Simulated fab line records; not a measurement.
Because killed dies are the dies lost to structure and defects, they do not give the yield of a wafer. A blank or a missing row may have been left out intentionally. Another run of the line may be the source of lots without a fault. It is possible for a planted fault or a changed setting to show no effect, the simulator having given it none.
A single fault, viewed from 2 desks    flow sky130    only its own numbers are on each desk; what lay behind them is given at the end

AT THE TOOL OWNER'S DESK: implanter-04
SKY_POLY_GATE_IMPLANT_02, tool's own readings: per-lot mean of the sampled wafers with a number, covering each lot this tool ran. The brackets show how far a lot's mean lies from the usual mean; more than 4 standard deviations puts the lot out of limits, marked OUT.
Columns: A = beam on s at SKY_POLY_GATE_IMPLANT_02, usual 36.5 s; B = dose ions cm2 at SKY_POLY_GATE_IMPLANT_02, usual 7.699e+15; C = end station pressure torr at SKY_POLY_GATE_IMPLANT_02, usual 1.06e-05 Torr; D = faraday current uA at SKY_POLY_GATE_IMPLANT_02, usual 11692
lot   first seen here  A                B                            C                    D
L553  day 17 14:32     34.0             7.697e+15                    1.15e-05             12418
L558  day 18 10:08     33.5             7.694e+15                    1.07e-05             12651
L562  day 20 01:39     10.0 (-9.5) OUT  2.080e+15 (-99 or more) OUT  1.51e-05 (+5.0) OUT  11417
L563  day 20 04:14     10.2 (-9.4) OUT  2.086e+15 (-99 or more) OUT  1.43e-05 (+4.1) OUT  11238
L572  day 23 09:18     32.7             7.700e+15                    1.14e-05             12940
This desk's verdict: out of limits on L562, L563, starting with L562 at day 20 01:39 (beam on s at SKY_POLY_GATE_IMPLANT_02). L553, L558, L572 stayed within limits.

THE METROLOGY DESK
What the gauges read, lot by lot, whatever tool the lot ran on: means of the sampled wafers that have a number. The brackets show how far a lot's mean lies from the usual mean; more than 4 standard deviations puts the lot out of limits, marked OUT.
Columns: A = SONOS_ONO_CVD_04_THK at SKY_SONOS_ONO_THK_MEAS_05, usual 5.75 nm; B = POLY_GATE_TW at SKY_RES_PROTECT_TW_MEAS_08, usual 4018; C = VIA1_W_THK at SKY_VIA1_THK_MEAS_23, usual 267 nm
lot   first seen here  A     B               C
L550  day 11 23:50     5.56  3978            265
L553  day 13 19:53     5.69  4011            265
L558  day 14 15:24     5.91  3975            264
L562  day 16 02:08     5.62  3498 (-20) OUT  271
L563  day 16 03:23     5.78  3490 (-20) OUT  272
L564  day 16 16:50     5.76  4017            267
L568  day 17 20:39     5.84  4020            271
L569  day 18 05:10     5.75  3973            264
L570  day 18 10:07     5.72  4022            265
L571  day 18 19:56     5.80  4049            264
L572  day 19 09:18     5.84  4001            268
Finding of this desk: L562, L563 out of limits, first seen on L562 at day 20 01:54 (POLY_GATE_TW at SKY_RES_PROTECT_TW_MEAS_08). L550, L553, L558, L564, L568, L569, L570, L571, L572 stayed within limits.

BROUGHT TOGETHER
At day 20 01:39, on L562, L563, the tool owner's desk was in a position to raise an alarm.
The metrology desk could have raised an alarm at day 20 01:54, on L562, L563.
Every lot named ran SKY_POLY_GATE_IMPLANT_02 on implanter-04.

WHAT THE SIMULATOR HAD INSERTED
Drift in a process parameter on implanter-04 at SKY_POLY_GATE_IMPLANT_02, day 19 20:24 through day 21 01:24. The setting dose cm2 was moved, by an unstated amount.
Lots struck among those shown: L562, L563.
Time in hours from fault onset to the first out-of-limits reading at each desk: tool owner's desk 5, metrology desk 6.
